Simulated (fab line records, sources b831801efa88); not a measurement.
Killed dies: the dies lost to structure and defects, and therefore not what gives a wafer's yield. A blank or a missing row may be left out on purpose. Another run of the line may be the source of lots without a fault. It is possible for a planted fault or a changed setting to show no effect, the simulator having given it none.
The tool behind it: which one? / flow gf180mcu / 6 lots with 18 wafers sampled at 3 steps, on a route of 602 steps

## WHAT THE GAUGES SHOWED, per wafer
GF_LVPWELL_TW_MEAS_11.
lot=L253; measured=day 4 03:19; on=film_metro-03; LVPWELL_TW=559 560 560
lot=L255; measured=day 4 13:25; on=film_metro-04; LVPWELL_TW=29 29 29
lot=L265; measured=day 6 23:55; on=film_metro-03; LVPWELL_TW=554 556 554
lot=L269; measured=day 7 19:56; on=film_metro-02; LVPWELL_TW=562 560 561
lot=L271; measured=day 8 09:22; on=film_metro-03; LVPWELL_TW=559 558 559
lot=L274; measured=day 9 02:23; on=film_metro-04; LVPWELL_TW=554 551 551

## WHICH TOOL RAN EACH LOT (tool, then ch and the chambers of the sampled wafers, then the start)
lot=L253; GF_NWELL_STRIP_10=plasma_asher-04 ch 0,1, day 3 13:22; GF_LVPWELL_STRIP_10=plasma_asher-01 ch 0, day 4 03:13
lot=L255; GF_NWELL_STRIP_10=plasma_asher-04 ch 0,1, day 3 23:17; GF_LVPWELL_STRIP_10=plasma_asher-01 ch 0,1, day 4 13:19
lot=L265; GF_NWELL_STRIP_10=plasma_asher-01 ch 0,1, day 6 08:22; GF_LVPWELL_STRIP_10=plasma_asher-04 ch 0,1, day 6 23:50
lot=L269; GF_NWELL_STRIP_10=plasma_asher-02 ch 0,1, day 7 03:58; GF_LVPWELL_STRIP_10=plasma_asher-03 ch 0,1, day 7 19:50
lot=L271; GF_NWELL_STRIP_10=plasma_asher-04 ch 0,1, day 7 16:44; GF_LVPWELL_STRIP_10=plasma_asher-01 ch 0,1, day 8 09:17
lot=L274; GF_NWELL_STRIP_10=plasma_asher-04 ch 0,1, day 8 09:41; GF_LVPWELL_STRIP_10=plasma_asher-01 ch 0,1, day 9 02:17
- GF_NWELL_STRIP_10: strips in O2/N2.
- GF_LVPWELL_STRIP_10: strips in O2/N2.

## THE ANSWER, worked out from the rows above alone
Rule: the lots themselves supply what counts as usual. Put in order of their means at a reading, lots are off if they are a third of the lots or fewer, leave a main group of 4 or more, and stand apart from it by a gap of 3 or more times the standard deviation of the main group's means; of several such gaps the widest counts. A main group whose means are all the same, to the digits that the tables above print for the reading, isn't used. Also off: a lot with no number at a reading for which 4 or more lots have one. Where the step has rows for the other lots, those lots are counted as sound.
Off: L255, seen at GF_LVPWELL_TW_MEAS_11 (LVPWELL_TW). Main group: mean 557, sd 3.4.
If a tool, at a process step before that reading, ran all the lots that are off and no sound lot after the first of them, it fits. Those tools and the gauges at GF_LVPWELL_TW_MEAS_11 are tried in the same way. Of those tried, none fits.

## WHAT THE SIMULATOR HAD INSERTED
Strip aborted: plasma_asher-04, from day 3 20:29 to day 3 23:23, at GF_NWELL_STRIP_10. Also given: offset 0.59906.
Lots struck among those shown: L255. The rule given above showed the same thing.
